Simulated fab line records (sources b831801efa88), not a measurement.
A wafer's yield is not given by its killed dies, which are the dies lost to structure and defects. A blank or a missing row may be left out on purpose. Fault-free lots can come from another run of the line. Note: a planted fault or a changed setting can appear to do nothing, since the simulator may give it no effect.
Split-lot trial    flow sky130    5 lots, 23 wafers read, on a route of 708 steps

## ON THE SPLIT
At SKY_VIA4_SPUTTER_17 (material TiN, target thk 20 nm, time 80 s), the setting powerW was moved away from the recipe's 4000 W on 6 of the 23 wafers read, by -5.2% to +4.4%. For the rest of the wafers, this setting stayed at what the recipe calls for.

Reading taken at the split's own step.

## THE READING
TiN_of_VIA4_SPUTTER_17.thkNm (the simulator's own value, which no gauge read), in nm, at SKY_VIA4_SPUTTER_17 (material TiN, target thk 20 nm, time 80 s). No usual value for it is given in the file. Average 20.07 nm, standard deviation 0.32 nm, over the 17 wafers here run with the recipe.

wafer   tool, chamber at the split  powerW as run, W  against the recipe  TiN_of_VIA4_SPUTTER_17.thkNm, nm  against lot-mates on the recipe
L076.2  pvdSputter-03, -            3792              -5.2%               19.17                             -1.12
L076.3  pvdSputter-03, -            4000              recipe              20.21                             -
L076.4  pvdSputter-03, -            4000              recipe              20.32                             -
L076.5  pvdSputter-03, -            4000              recipe              20.33                             -
L076.6  pvdSputter-03, -            3792              -5.2%               19.39                             -0.90
L080.1  pvdSputter-02, -            4000              recipe              19.63                             -
L080.3  pvdSputter-02, -            4000              recipe              19.76                             -
L080.4  pvdSputter-02, -            4000              recipe              19.78                             -
L080.5  pvdSputter-02, -            4000              recipe              19.69                             -
L080.6  pvdSputter-02, -            4000              recipe              19.6                              -
L081.1  pvdSputter-02, -            4000              recipe              20.61                             -
L081.2  pvdSputter-02, -            3875              -3.1%               19.77                             -0.63
L081.3  pvdSputter-02, -            4000              recipe              20.45                             -
L081.4  pvdSputter-02, -            4000              recipe              20.14                             -
L081.6  pvdSputter-02, -            3875              -3.1%               19.85                             -0.55
L082.1  pvdSputter-01, -            4000              recipe              20.33                             -
L082.2  pvdSputter-01, -            4176              +4.4%               21.34                             +1.01
L082.4  pvdSputter-01, -            4000              recipe              20.1                              -
L082.5  pvdSputter-01, -            4000              recipe              20.57                             -
L082.6  pvdSputter-01, -            4176              +4.4%               21.03                             +0.70
L084.3  pvdSputter-03, -            4000              recipe              19.78                             -
L084.5  pvdSputter-03, -            4000              recipe              19.92                             -
L084.6  pvdSputter-03, -            4000              recipe              19.97                             -

FIT RESULTS
A straight line over all 23 wafers: TiN_of_VIA4_SPUTTER_17.thkNm changes by +0.18 nm for each +1% of powerW; r = +0.79; the points scatter about the line by 0.32 nm.
The same after taking each lot's own level away (the mean of its wafers on the recipe; 23 wafers): +0.193 nm for each +1%; r = +0.96; scatter 0.13 nm.
According to that fit, moving powerW by its largest amount changes the reading by 1 nm.
Measured against the standard deviation above, the lots' own levels, which go from 19.692 to 20.400 nm, span 2.2 times it.
So the lot-to-lot level blurs the effect unless lot-mates are compared.
Check: -0.961 nm against its lot-mates is what the line predicts for one of the wafers moved furthest among these (-5.2%) when that wafer is left out of the fit. Against them it came out at -1.12 nm.

## THESE WAFERS: OTHER SPLITS
Note: prior to the reading, these wafers also went through further splits. Each is held against what the fit with the lots' levels taken away leaves over:
other split on the same wafers  wafers away from the commonest value  r with TiN_of_VIA4_SPUTTER_17.thkNm (lot level and that fit taken away)
SKY_CAP2M_SOFTBAKE_08 tempC     9                                     +0.20
SKY_METAL4_ETCH_16 timeS        5                                     -0.11
SKY_VIA4_COAT_06 spinRpm        4                                     -0.05
SKY_VIA4_ETCH_12 sourceW        8                                     +0.39

## THE FILE'S OWN FIT
TiN_of_VIA4_SPUTTER_17.thkNm changes by +0.192 nm for each +1% of powerW, r = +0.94.
